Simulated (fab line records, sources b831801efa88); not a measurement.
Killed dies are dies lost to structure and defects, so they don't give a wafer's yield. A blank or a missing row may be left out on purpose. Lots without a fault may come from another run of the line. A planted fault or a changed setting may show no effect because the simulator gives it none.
Which tool did it? | flow sky130 | 12 lots, 36 wafers sampled, at 5 steps of a route of 708

WHAT THE GAUGES READ, wafer by wafer
SKY_METAL2_RS_MEAS_05: measures by four-point-probe. Usual: METAL2_ALCU_RS 0.1269 ohm/sq, standard deviation 0.0013.
lot  | measured     | on            | METAL2_ALCU_RS (ohm/sq) | flag
L821 | day 34 04:53 | film_metro-04 | 0.1271 0.1278 0.1260    |
L824 | day 35 13:46 | film_metro-04 | 0.1271 0.1255 0.1269    |
L827 | day 35 21:01 | film_metro-01 | 0.1272 0.1245 0.1242    |
L828 | day 36 14:03 | film_metro-01 | 0.1269 0.1253 0.1271    |
L830 | day 37 02:40 | film_metro-01 | 0.1279 0.1270 0.1257    |
L829 | day 37 04:15 | film_metro-01 | 0.1281 0.1282 0.1289    |
L833 | day 38 06:08 | film_metro-04 | 0.1254 0.1260 0.1246    |
L836 | day 39 08:08 | film_metro-02 | 0.1276 0.1264 0.1278    |
L839 | day 39 22:57 | film_metro-04 | 0.1258 0.1252 0.1260    |
L841 | day 40 07:11 | film_metro-02 | 0.1275 0.1313 0.1283    |
L843 | day 42 03:12 | film_metro-02 | 0.1288 0.1273 0.1262    |
L844 | day 42 04:07 | film_metro-01 | 0.1251 0.1239 0.1267    |

SKY_METAL2_THK_MEAS_06: measures by xrf. Usual: METAL2_ALCU_THK 246.4 nm, standard deviation 2.8.
lot  | measured     | on            | METAL2_ALCU_THK (nm) | flag
L821 | day 34 04:59 | film_metro-04 | 244.4 246.1 246.9    |
L824 | day 35 13:53 | film_metro-04 | 243.1 248.7 245.6    |
L827 | day 35 21:08 | film_metro-01 | 244.8 249.1 252.5    |
L828 | day 36 14:09 | film_metro-01 | 247.5 249.3 243.9    |
L830 | day 37 02:46 | film_metro-01 | 243.8 247.6 249.5    |
L829 | day 37 04:20 | film_metro-01 | 242.9 246.6 243.1    |
L833 | day 38 06:15 | film_metro-04 | 249.3 246.8 250.0    |
L836 | day 39 08:15 | film_metro-02 | 231.3 233.1 228.0    | OFF
L839 | day 39 23:04 | film_metro-04 | 230.4 230.4 231.3    | OFF
L841 | day 40 07:17 | film_metro-02 | 248.1 240.8 245.8    |
L843 | day 42 03:19 | film_metro-02 | 245.6 247.6 249.5    |
L844 | day 42 04:14 | film_metro-01 | 249.6 250.9 249.0    |

SKY_VIA2_BOW_MEAS_03. Usual: VIA2_BOW 88 um, standard deviation 7.4.
lot  | measured     | on            | VIA2_BOW (um) | flag
L821 | day 35 08:47 | film_metro-01 | 87 90 93      |
L824 | day 36 17:31 | film_metro-04 | 89 88 91      |
L827 | day 37 00:38 | film_metro-01 | 85 76 88      |
L828 | day 37 17:26 | film_metro-01 | 100 89 103    |
L830 | day 38 06:32 | film_metro-03 | 96 85 96      |
L829 | day 38 07:45 | film_metro-01 | 96 97 103     |
L833 | day 39 08:29 | film_metro-01 | 89 93 96      |
L836 | day 40 10:55 | film_metro-03 | 87 93 83      |
L839 | day 41 01:16 | film_metro-01 | 89 99 102     |
L841 | day 41 09:03 | film_metro-01 | 77 86 74      |
L843 | day 43 02:47 | film_metro-03 | 92 82 74      |
L844 | day 43 04:44 | film_metro-01 | 84 78 92      |

WHICH TOOL RAN EACH LOT (tool, then ch and the chambers of the sampled wafers, then the start)
lot  | SKY_METAL1_SPUTTER_03        | SKY_METAL2_SPUTTER_04
L821 | pvd_sputter-02, day 31 20:37 | pvd_sputter-03, day 34 04:48
L824 | pvd_sputter-02, day 33 06:02 | pvd_sputter-04, day 35 13:42
L827 | pvd_sputter-02, day 33 12:56 | pvd_sputter-04, day 35 20:58
L828 | pvd_sputter-02, day 34 06:31 | pvd_sputter-02, day 36 13:58
L830 | pvd_sputter-04, day 34 19:43 | pvd_sputter-04, day 37 02:35
L829 | pvd_sputter-04, day 34 21:02 | pvd_sputter-04, day 37 04:08
L833 | pvd_sputter-01, day 35 22:29 | pvd_sputter-02, day 38 06:05
L836 | pvd_sputter-02, day 37 01:29 | pvd_sputter-04, day 39 08:05
L839 | pvd_sputter-01, day 37 15:43 | pvd_sputter-04, day 39 22:53
L841 | pvd_sputter-04, day 38 01:57 | pvd_sputter-02, day 40 07:06
L843 | pvd_sputter-02, day 39 23:13 | pvd_sputter-02, day 42 03:10
L844 | pvd_sputter-04, day 40 00:47 | pvd_sputter-03, day 42 04:04
- SKY_METAL1_SPUTTER_03: material Ti, target thk 5 nm, time 3.3 s.
- SKY_METAL2_SPUTTER_04: material TiN, target thk 70 nm, time 58.3 s.

WHAT THE TOOLS THEMSELVES READ (means of the sampled wafers that have a number; where no wafer has one, the mark that the record gives instead)
SKY_METAL1_SPUTTER_03. Usual: throttle_valve_pct 29.5 %, standard deviation 1.1.
lot  | tool           | throttle_valve_pct (%) | flag
L821 | pvd_sputter-02 | 29.7                   |
L824 | pvd_sputter-02 | 29.5                   |
L827 | pvd_sputter-02 | 28.6                   |
L828 | pvd_sputter-02 | 28.6                   |
L830 | pvd_sputter-04 | 29.7                   |
L829 | pvd_sputter-04 | 29.8                   |
L833 | pvd_sputter-01 | 31.3                   |
L836 | pvd_sputter-02 | 28.9                   |
L839 | pvd_sputter-01 | 30.2                   |
L841 | pvd_sputter-04 | 30.0                   |
L843 | pvd_sputter-02 | 29.6                   |
L844 | pvd_sputter-04 | 29.8                   |

SKY_METAL2_SPUTTER_04. Usual: throttle_valve_pct 29.4 %, standard deviation 0.87.
lot  | tool           | throttle_valve_pct (%) | flag
L821 | pvd_sputter-03 | 29.4                   |
L824 | pvd_sputter-04 | 29.5                   |
L827 | pvd_sputter-04 | 30.0                   |
L828 | pvd_sputter-02 | 28.9                   |
L830 | pvd_sputter-04 | 29.9                   |
L829 | pvd_sputter-04 | 29.3                   |
L833 | pvd_sputter-02 | 28.5                   |
L836 | pvd_sputter-04 | 29.6                   |
L839 | pvd_sputter-04 | 30.0                   |
L841 | pvd_sputter-02 | 29.8                   |
L843 | pvd_sputter-02 | 28.8                   |
L844 | pvd_sputter-03 | 29.4                   |

THE ANSWER, worked out from the rows above alone
Rule: a lot is off if the mean of its wafers that have a number lies more than 3 standard deviations from the usual mean. A lot without any number at a reading at which 4 lots or more have one is off too. The other lots that the step has rows for count as sound. The gauges are gone through in route order, then the tools' own readings, and for those a lot's mean is taken as printed above. The first step at which some lot is off is used, and at that step the reading that is off furthest; a lot without a number counts as furthest.
Off: L836, L839, at SKY_METAL2_THK_MEAS_06 (METAL2_ALCU_THK).
A tool fits if, at a process step before that reading, it ran every lot that is off, and no sound lot after the first of them. The gauges at SKY_METAL2_THK_MEAS_06 are tried like those tools. One fits: pvd_sputter-04 at SKY_METAL2_SPUTTER_04. Its last sound lot is L829 (day 37 04:08), its first lot that is off L836 (day 39 08:05): a fault that began between those two fits.

WHAT THE SIMULATOR HAD PUT IN
Process parameter drift: pvd_sputter-04, from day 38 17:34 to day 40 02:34, at SKY_METAL2_SPUTTER_04. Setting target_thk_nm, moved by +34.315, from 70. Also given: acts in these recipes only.
Lots struck among those shown: L836, L839. The rule above found the same.
